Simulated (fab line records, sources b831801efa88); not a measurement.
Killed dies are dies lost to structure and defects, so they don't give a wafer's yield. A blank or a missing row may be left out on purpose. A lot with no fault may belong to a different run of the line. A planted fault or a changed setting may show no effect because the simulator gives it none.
What tool caused it? | flow sky130 | 39 wafers from 13 lots sampled at 5 of the route's 708 steps

== WHAT THE GAUGES SHOWED, per wafer ==
SKY_LDD_HVP_TW_MEAS_10. Usual: LDD_HVP_TW gives 458 (standard deviation 4.4).
lot  | measured     | on           | LDD_HVP_TW  | flag
L811 | day 22 13:49 | filmMetro-01 | 460 464 463 | 
L812 | day 22 19:29 | filmMetro-02 | 452 451 450 | 
L815 | day 23 18:44 | filmMetro-01 | 458 461 458 | 
L816 | day 23 23:18 | filmMetro-01 | 458 459 460 | 
L818 | day 24 11:05 | filmMetro-04 | 463 462 461 | 
L819 | day 25 01:28 | filmMetro-02 | 452 450 449 | 
L820 | day 25 04:32 | filmMetro-01 | 460 461 458 | 
L821 | day 25 14:13 | filmMetro-02 | 451 452 453 | 
L822 | day 26 00:43 | filmMetro-04 | 460 463 461 | 
L830 | day 28 11:09 | filmMetro-04 | 460 465 460 | 
L831 | day 28 14:45 | filmMetro-04 | 462 461 463 | 
L833 | day 29 13:08 | filmMetro-01 | 460 459 461 | 
L834 | day 29 19:37 | filmMetro-02 | 450 452 454 | 

SKY_LDD_LDN_TW_MEAS_13. Usual: LDD_LDN_TW gives 1479 (standard deviation 14).
lot  | measured     | on           | LDD_LDN_TW     | flag
L811 | day 23 20:12 | filmMetro-04 | 1505 1499 1486 | 
L812 | day 24 01:47 | filmMetro-04 | 1490 1495 1494 | 
L815 | day 25 01:25 | filmMetro-02 | 1463 1460 1466 | 
L816 | day 25 06:15 | filmMetro-02 | 1464 1459 1459 | 
L818 | day 25 17:37 | filmMetro-02 | 1475 1460 1469 | 
L819 | day 26 07:55 | filmMetro-03 | 1479 1483 1471 | 
L820 | day 26 11:05 | filmMetro-04 | 1495 1492 1492 | 
L821 | day 26 20:05 | filmMetro-02 | 1453 1451 1451 | 
L822 | day 27 06:22 | filmMetro-04 | 1495 1486 1488 | 
L830 | day 29 16:07 | filmMetro-04 | 1496 1498 1497 | 
L831 | day 29 19:01 | filmMetro-02 | 1468 1468 1473 | 
L833 | day 30 17:26 | filmMetro-03 | 1475 1479 1478 | 
L834 | day 30 23:27 | filmMetro-04 | 1495 1483 1484 | 

SKY_SD_N_OVL_MEAS_08. Usual: SD_N_OVL gives 0.3 nm (standard deviation 1.1).
lot  | measured     | on         | SD_N_OVL (nm)  | flag
L811 | day 28 18:51 | overlay-01 | 0.8 -0.7 -0.1  | 
L812 | day 29 02:53 | overlay-01 | -0.6 -1.2 -0.6 | 
L815 | day 29 21:13 | overlay-01 | 1.9 1.4 0.0    | 
L816 | day 30 01:31 | overlay-02 | -0.4 1.0 -1.2  | 
L818 | day 30 12:53 | overlay-01 | 0.1 1.7 -0.6   | 
L819 | day 31 03:19 | overlay-02 | 0.5 1.4 0.9    | 
L820 | day 31 06:03 | overlay-02 | -0.5 -1.7 -0.5 | 
L821 | day 31 15:38 | overlay-01 | -0.3 -0.1 0.2  | 
L822 | day 32 00:01 | overlay-02 | -1.0 -2.2 0.1  | 
L830 | day 34 07:50 | overlay-01 | 3.3 0.0 0.2    | 
L831 | day 34 11:48 | overlay-01 | 0.9 -1.4 -1.7  | 
L833 | day 35 07:13 | overlay-01 | 1.0 0.8 0.4    | 
L834 | day 35 14:08 | overlay-02 | 0.2 -0.2 1.0   | 

== EACH LOT AND THE TOOL THAT RAN IT (in order: tool; ch and the chambers of the sampled wafers; start) ==
lot  | SKY_SD_P_COAT_02                 | SKY_SD_P_STRIP_10
L811 | lithoTrack-04 ch 0, day 25 18:52 | plasmaAsher-01 ch 0,1, day 26 10:04
L812 | lithoTrack-02 ch 0, day 26 01:59 | plasmaAsher-03 ch 0,1, day 26 17:31
L815 | lithoTrack-04 ch 0, day 26 22:53 | plasmaAsher-03 ch 0,1, day 27 13:32
L816 | lithoTrack-02 ch 0, day 27 02:17 | plasmaAsher-04 ch 0,1, day 27 16:51
L818 | lithoTrack-01 ch 0, day 27 14:48 | plasmaAsher-04 ch 0,1, day 28 05:25
L819 | lithoTrack-04 ch 0, day 28 04:53 | plasmaAsher-04 ch 0,1, day 28 18:55
L820 | lithoTrack-02 ch 0, day 28 07:29 | plasmaAsher-01 ch 0,1, day 28 22:01
L821 | lithoTrack-02 ch 0, day 28 17:20 | plasmaAsher-04 ch 0,1, day 29 07:56
L822 | lithoTrack-01 ch 0, day 29 02:48 | plasmaAsher-04 ch 0,1, day 29 16:58
L830 | lithoTrack-04 ch 0, day 31 11:47 | plasmaAsher-01 ch 0,1, day 32 01:43
L831 | lithoTrack-02 ch 0, day 31 15:36 | plasmaAsher-03 ch 0,1, day 32 05:55
L833 | lithoTrack-01 ch 0, day 32 12:20 | plasmaAsher-01 ch 0,1, day 33 01:48
L834 | lithoTrack-01 ch 0, day 32 18:57 | plasmaAsher-04 ch 0,1, day 33 08:04
- SKY_SD_P_COAT_02: resist thk 1140 nm.
- SKY_SD_P_STRIP_10: strips in O2/N2.

== WHAT THE TOOLS THEMSELVES READ (means of the sampled wafers that have a number; where no wafer has one, the mark that the record gives instead) ==
SKY_SD_P_STRIP_10. Usual: drypumpMotorCurrentA 5.68 A, standard deviation 0.19; oesProductAu 0.618 a.u., standard deviation 0.0047; stripTimeToEndpointS 17.50 s, standard deviation 0.044.
lot  | tool           | drypumpMotorCurrentA (A) | oesProductAu (a.u.) | stripTimeToEndpointS (s) | flag
L811 | plasmaAsher-01 | 5.76                     | 0.617               | 17.54                    | 
L812 | plasmaAsher-03 | 5.78                     | 0.614               | 17.49                    | 
L815 | plasmaAsher-03 | 5.79                     | 0.620               | 17.58                    | 
L816 | plasmaAsher-04 | 5.53                     | 0.614               | 17.48                    | 
L818 | plasmaAsher-04 | 5.54                     | 0.619               | 17.46                    | 
L819 | plasmaAsher-04 | 5.42                     | 0.619               | 17.55                    | 
L820 | plasmaAsher-01 | 5.74                     | 0.615               | 17.50                    | 
L821 | plasmaAsher-04 | 5.43                     | 0.619               | 17.49                    | 
L822 | plasmaAsher-04 | 5.53                     | 0.617               | 17.41                    | 
L830 | plasmaAsher-01 | 5.75                     | 0.625               | 17.73                    | OFF
L831 | plasmaAsher-03 | 5.88                     | 0.622               | 17.50                    | 
L833 | plasmaAsher-01 | 5.74                     | 0.620               | 17.52                    | 
L834 | plasmaAsher-04 | 5.41                     | 0.618               | 17.48                    | 

== THE ANSWER, worked out from the rows above alone ==
Rule: take the mean of a lot's wafers that have a number; if it is more than 3 standard deviations from the usual mean, the lot is off. Also off: a lot with no number at a reading for which 4 or more lots have one. The other lots that the step has rows for count as sound. After the gauges, taken in route order, come the tools' own readings; for these a lot's mean is taken, as printed above. At the first step where some lot is off, the reading lying furthest off is the one used; lots without a number count as furthest.
Off at SKY_SD_P_STRIP_10 (stripTimeToEndpointS): L830.
If a tool, at that step or one of the process steps before it, ran each lot that is off and ran no sound lot following the first of them, it fits. One fits: SKY_SD_P_COAT_02 on lithoTrack-04. Its last sound lot is L819 (day 28 04:53), its first lot that is off L830 (day 31 11:47): a fault that began between those two fits.

== WHAT WAS PUT IN BY THE SIMULATOR ==
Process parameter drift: lithoTrack-04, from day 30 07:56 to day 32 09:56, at SKY_SD_P_COAT_02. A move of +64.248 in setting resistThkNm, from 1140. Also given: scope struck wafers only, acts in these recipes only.
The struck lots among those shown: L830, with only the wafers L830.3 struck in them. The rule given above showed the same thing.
